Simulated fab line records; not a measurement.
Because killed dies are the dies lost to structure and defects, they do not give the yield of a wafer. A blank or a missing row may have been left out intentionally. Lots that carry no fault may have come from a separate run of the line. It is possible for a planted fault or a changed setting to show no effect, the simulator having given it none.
Code-filled problem report in 8D (eight disciplines) form | flow sky130 | the parts of the form that need people (team, actions taken, sign-off) are left out

== 1. WHAT WENT WRONG ==
A mean of 89 is read at SKY_PAD_OPEN_PROBE_99 for killed_at_M0_to_M3, taken on 1 wafer of 1 lot, against 44 (standard deviation 6.5) on wafers free of any fault. Measured from the usual mean, that is +6.9 standard deviations.
The first sign was on wafer L953.6 at day 47 22:59, on prober-01. Wafers with a number at this step in the record: 12, from 4 lots. Rule for "out" (also "out of limits"): further than 4 standard deviations from the usual mean. Any other wafer with a number is counted as sound.

== 2. WHAT THIS IS AND IS NOT ==
question                    | is                                                                                                                            | is not
which readings at this step | killed_at_M0_to_M3, defect limited yield, killed dies, sort_bin_3_pad_short, sort_bin_5_function, sort n pass, sort yield pct | killed_at_M4_up, killed at contacts, killed at front end, killed at other, killed open, killed short, sort_bin_6_memory
which lots                  | L953                                                                                                                          | L946, L964, L966
which wafers of those lots  | L953.6                                                                                                                        | L953.3, L953.5
read on which tools         | prober-01                                                                                                                     | prober-02
when                        | from day 47 22:59                                                                                                             | up to then (5 sound wafers); but 6 sound wafers of L964, L966 came after

== 3. THE SUSPECTS, EACH WITH WHAT RULES IT OUT ==
Counting: a tool at a process step up to the reading stays a suspect if it ran every lot that is out. Sound lots after the first of them don't rule it out here, since some wafers of a struck lot are sound.
- cvd w-01 at SKY_VIA1_CVD_21 (deposits W, target thk 270 nm, time 80.902 s): kept. It ran the lot that is out, L953 (day 36 17:11).
- cmp-02 at SKY_VIA4_CMP_02 (polishes SiO2): kept. L953, the lot that is out, went through it at day 44 04:38; up to then, the latest sound lot through it was L946 at day 42 06:34.
- pvd sputter-01 at SKY_METAL5_SPUTTER_01 (material TiN, target thk 20 nm, time 16.7 s): kept. L953, the lot that is out, went through it at day 45 05:02; up to then, the latest sound lot through it was L946 at day 43 07:20.
- prober-01 at SKY_PAD_OPEN_PROBE_99: kept. L953, the lot that is out, went through it at day 47 22:50; up to then, the latest sound lot through it was L946 at day 46 05:47. Its own defect limited yield, killed_at_M0_to_M3, killed dies, sort_bin_3_pad_short, sort_bin_5_function, sort n pass, sort yield pct readings are out on those wafers.
- At SKY_VIA1_CVD_21 on cvd w-01, chamber 0 took the sound wafers of the same lots and chamber 1 took the wafers that are out.
- At SKY_VIA4_CMP_02 on cmp-02, chamber 3 took the sound wafers of the same lots and chamber 2 took the wafers that are out.
Left after counting: cvd w-01 at SKY_VIA1_CVD_21, cmp-02 at SKY_VIA4_CMP_02, pvd sputter-01 at SKY_METAL5_SPUTTER_01, prober-01 at SKY_PAD_OPEN_PROBE_99.

== 4. THE CAUSE (what the simulator had put in) ==
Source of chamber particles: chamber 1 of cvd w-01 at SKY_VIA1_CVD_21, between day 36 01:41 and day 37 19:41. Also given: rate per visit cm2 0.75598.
Counting leaves 4 suspects; this tool is one of them.

== 5. SEQUENCE OF EFFECTS, ordered by route ==
Each row: a reading where the mean over the struck wafers with a number is more than 3 standard deviations away from the usual. Readings are gone through only where the record gives a usual standard deviation; hours: the median, over the lots, of the time from a lot's start at the first step in this table giving one to that lot's start at this step; sigmas: the change measured in usual standard deviations.
hours | step                  | reading              | usual  | on struck wafers | change | sigmas
0     | SKY_PAD_OPEN_PROBE_99 | defect limited yield | 82.4 % | 74.4             | -8.0   | -4.2
0     | SKY_PAD_OPEN_PROBE_99 | killed_at_M0_to_M3   | 44     | 89               | +45    | +6.9
0     | SKY_PAD_OPEN_PROBE_99 | killed dies          | 87     | 126              | +39    | +4.1
0     | SKY_PAD_OPEN_PROBE_99 | sort_bin_3_pad_short | 0.8 %  | 2.4              | +1.6   | +4.1
0     | SKY_PAD_OPEN_PROBE_99 | sort_bin_5_function  | 10.5 % | 17.5             | +7.0   | +4.4
0     | SKY_PAD_OPEN_PROBE_99 | sort n pass          | 405    | 366              | -39    | -4.1
0     | SKY_PAD_OPEN_PROBE_99 | sort yield pct       | 82.3 % | 74.4             | -7.9   | -4.2
It contains these process steps:
- SKY_PAD_OPEN_PROBE_99

== 6. HOW IT WOULD HAVE BEEN CAUGHT EARLIER ==
In this record the first reading out of limits was taken at day 47 22:59, 285 hours after the fault began at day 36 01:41.
Of the tool readings at SKY_VIA1_CVD_21 for which the record gives a usual standard deviation, none was out on any struck wafer, so an alarm limit of 4 standard deviations on them would not have fired.
Each of the lots that are out, 1 in all, had begun SKY_VIA1_CVD_21 on cvd w-01 no later than day 47 22:59. Holding the tool at that point would not have protected any of them.
